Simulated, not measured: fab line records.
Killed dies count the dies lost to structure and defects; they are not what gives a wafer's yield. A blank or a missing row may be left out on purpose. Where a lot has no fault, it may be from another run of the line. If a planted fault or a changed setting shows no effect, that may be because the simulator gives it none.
What tool caused it?	flow gf180mcu	39 wafers from 13 lots sampled at 5 of the route's 602 steps

## WHAT EACH GAUGE READ, for each wafer
GF_MVPSD_OVL_MEAS_07.
lot	measured	on	MVPSD_OVL (nm)
L171	day 5 01:35	overlay-01	-0.9 1.1 -0.1
L174	day 5 20:52	overlay-02	0.2 1.5 1.0
L178	day 6 12:32	overlay-02	-1.5 0.2 -0.3
L180	day 7 02:43	overlay-01	1.8 1.0 1.1
L181	day 7 09:38	overlay-01	0.3 -1.8 -1.4
L182	day 7 14:32	overlay-01	-0.5 -0.8 -2.1
L183	day 8 00:22	overlay-02	-1.8 -1.4 0.6
L186	day 9 00:10	overlay-01	-1.7 0.1 0.1
L187	day 9 04:35	overlay-02	-0.5 -0.8 -2.3
L188	day 9 08:22	overlay-02	-1.1 -0.3 -1.6
L189	day 9 16:55	overlay-02	-0.6 -0.5 0.9
L193	day 10 10:17	overlay-02	0.0 2.3 -1.0
L194	day 10 18:44	overlay-02	-0.2 -0.8 0.3

GF_VT_IMPLANT_TW_MEAS_21.
lot	measured	on	VT_IMPLANT_2_TW
L171	day 6 06:09	film-metro-04	1206 1206 1203
L174	day 7 02:34	film-metro-03	1205 1206 1214
L178	day 7 20:25	film-metro-01	1239 1234 1242
L180	day 8 10:58	film-metro-03	1219 1215 1217
L181	day 8 18:42	film-metro-03	1210 1214 1217
L182	day 9 00:01	film-metro-04	1217 1215 1218
L183	day 9 09:19	film-metro-01	1231 1235 1241
L186	day 10 12:22	film-metro-04	1207 1219 1210
L187	day 10 16:29	film-metro-01	1241 1233 1240
L188	day 10 20:52	film-metro-01	1239 1230 1234
L189	day 11 05:55	film-metro-04	1214 1206 1206
L193	day 11 23:34	film-metro-03	1218 1230 1225
L194	day 12 09:15	film-metro-03	1214 1206 1214

## WHICH TOOL RAN EACH LOT (tool, then ch and the chambers of the sampled wafers, then the start)
lot	GF_NWELL_STRIP_10	GF_VT_IMPLANT_SOFTBAKE_03	GF_VT_IMPLANT_STRIP_09
L171	plasma-asher-03 ch 0,1, day 3 09:16	litho-track-03 ch 0, day 5 08:25	plasma-asher-03 ch 0,1, day 5 15:32
L174	plasma-asher-02 ch 0,1, day 4 03:25	litho-track-03 ch 0, day 6 04:46	plasma-asher-03 ch 0,1, day 6 12:12
L178	plasma-asher-02 ch 0,1, day 4 19:32	litho-track-02 ch 0, day 6 20:37	plasma-asher-01 ch 0,1, day 7 04:09
L180	plasma-asher-02 ch 0,1, day 5 08:08	litho-track-02 ch 0, day 7 11:23	plasma-asher-03 ch 0,1, day 7 19:04
L181	plasma-asher-03 ch 0,1, day 5 13:26	litho-track-03 ch 0, day 7 17:40	plasma-asher-02 ch 0,1, day 8 01:30
L182	plasma-asher-01 ch 0,1, day 5 17:35	litho-track-02 ch 0, day 7 22:26	plasma-asher-03 ch 0,1, day 8 06:54
L183	plasma-asher-02 ch 0,1, day 6 03:04	litho-track-01 ch 0, day 8 08:56	plasma-asher-02 ch 0,1, day 8 16:55
L186	plasma-asher-01 ch 0,1, day 6 23:53	litho-track-01 ch 0, day 9 08:47	plasma-asher-03 ch 0,1, day 9 17:25
L187	plasma-asher-02 ch 0,1, day 7 03:43	litho-track-01 ch 0, day 9 13:13	plasma-asher-02 ch 0,1, day 9 22:19
L188	plasma-asher-03 ch 0,1, day 7 07:00	litho-track-01 ch 0, day 9 17:16	plasma-asher-01 ch 0,1, day 10 02:31
L189	plasma-asher-02 ch 1, day 7 15:25	litho-track-03 ch 0, day 10 02:26	plasma-asher-02 ch 0,1, day 10 11:37
L193	plasma-asher-02 ch 0,1, day 8 06:10	litho-track-01 ch 0, day 10 19:35	plasma-asher-03 ch 0,1, day 11 04:15
L194	plasma-asher-03 ch 0,1, day 8 13:31	litho-track-01 ch 0, day 11 03:38	plasma-asher-03 ch 0,1, day 11 13:40
- GF_NWELL_STRIP_10: strips in O2/N2.
- GF_VT_IMPLANT_SOFTBAKE_03: time 60 s.
- GF_VT_IMPLANT_STRIP_09: strips in O2/N2.

## AS READ BY THE TOOLS THEMSELVES (means over the sampled wafers that have a number; for cases with no such wafer, the mark the record gives instead)
GF_NWELL_STRIP_10.
lot	tool	drypump-motor-current-A (A)	heater-power-w (W)	oes-product-au (a.u.)	strip-time-to-endpoint-s (s)
L171	plasma-asher-03	5.6	277	0.722	37.10
L174	plasma-asher-02	5.9	317	0.721	36.99
L178	plasma-asher-02	5.8	338	0.726	36.91
L180	plasma-asher-02	5.8	340	0.718	36.99
L181	plasma-asher-03	5.9	302	0.721	36.81
L182	plasma-asher-01	5.2	305	0.719	37.00
L183	plasma-asher-02	5.8	337	0.722	36.88
L186	plasma-asher-01	5.2	302	0.723	36.91
L187	plasma-asher-02	5.9	322	0.726	36.81
L188	plasma-asher-03	5.6	275	0.722	37.01
L189	plasma-asher-02	6.1	303	0.723	36.99
L193	plasma-asher-02	6.0	318	0.724	36.84
L194	plasma-asher-03	5.6	274	0.720	36.84

GF_VT_IMPLANT_SOFTBAKE_03.
lot	tool	heater-power-total-W (W)	plate-temp-C (C)
L171	litho-track-03	56.59	89.87
L174	litho-track-03	56.56	89.90
L178	litho-track-02	56.61	90.02
L180	litho-track-02	59.47	93.20
L181	litho-track-03	56.61	90.01
L182	litho-track-02	59.50	93.30
L183	litho-track-01	56.56	90.00
L186	litho-track-01	56.53	90.09
L187	litho-track-01	56.60	90.01
L188	litho-track-01	56.56	90.08
L189	litho-track-03	56.62	89.98
L193	litho-track-01	56.58	89.93
L194	litho-track-01	56.65	90.13

GF_VT_IMPLANT_STRIP_09.
lot	tool	drypump-motor-current-A (A)	heater-power-w (W)	oes-product-au (a.u.)	strip-time-to-endpoint-s (s)
L171	plasma-asher-03	5.9	307	0.713	12.661
L174	plasma-asher-03	5.6	276	0.713	12.689
L178	plasma-asher-01	5.0	320	0.718	12.643
L180	plasma-asher-03	5.6	273	0.716	12.539
L181	plasma-asher-02	5.9	319	0.717	12.676
L182	plasma-asher-03	5.9	306	0.716	12.544
L183	plasma-asher-02	5.8	331	0.717	12.657
L186	plasma-asher-03	5.9	309	0.713	12.673
L187	plasma-asher-02	5.8	341	0.711	12.654
L188	plasma-asher-01	5.2	304	0.718	12.695
L189	plasma-asher-02	5.8	340	0.718	12.645
L193	plasma-asher-03	5.9	306	0.718	12.675
L194	plasma-asher-03	5.6	277	0.711	12.656

## THE ANSWER, worked out from the rows above alone
Rule: the usual values come from the lots themselves. Put in order of their means at a reading, lots are off if they are a third of the lots or fewer, leave a main group of 4 or more, and stand apart from it by a gap of 3 or more times the standard deviation of the main group's means; of several such gaps the widest counts. The tables above print the reading to a certain number of digits; a main group whose means all agree to those digits is not used. A lot without any number at a reading at which 4 lots or more have one is off too. The other lots that the step has rows for count as sound. The gauges are gone through in route order, then the tools' own readings, and for those a lot's mean is taken as printed above. The first step at which some lot is off is used, and at that step the reading that is off furthest; a lot without a number counts as furthest.
Off: L180, L182, at GF_VT_IMPLANT_SOFTBAKE_03 (heater-power-total-W). For the main group the mean is 56.59 W and the standard deviation 0.033.
If a tool, at that step or one of the process steps before it, ran each lot that is off and ran no sound lot following the first of them, it fits. One candidate fits, namely litho-track-02 at GF_VT_IMPLANT_SOFTBAKE_03. Its last sound lot is L178 (day 6 20:37), its first lot that is off L180 (day 7 11:23): a fault that began between those two fits.
The tool's own readings at GF_VT_IMPLANT_SOFTBAKE_03 bear it out: on the lots that are off they differ by more than 5 times the standard deviation of the sound lots' means. heater-power-total-W reads 59.48 W there against 56.59 W on the sound lots; plate-temp-C reads 93.25 C there against 90.00 C on the sound lots.

## WHAT THE SIMULATOR PUT IN
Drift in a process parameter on litho-track-02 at GF_VT_IMPLANT_SOFTBAKE_03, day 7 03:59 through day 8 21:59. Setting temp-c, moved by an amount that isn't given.
Struck lots among those shown: L180, L182. The rule given above showed the same thing.
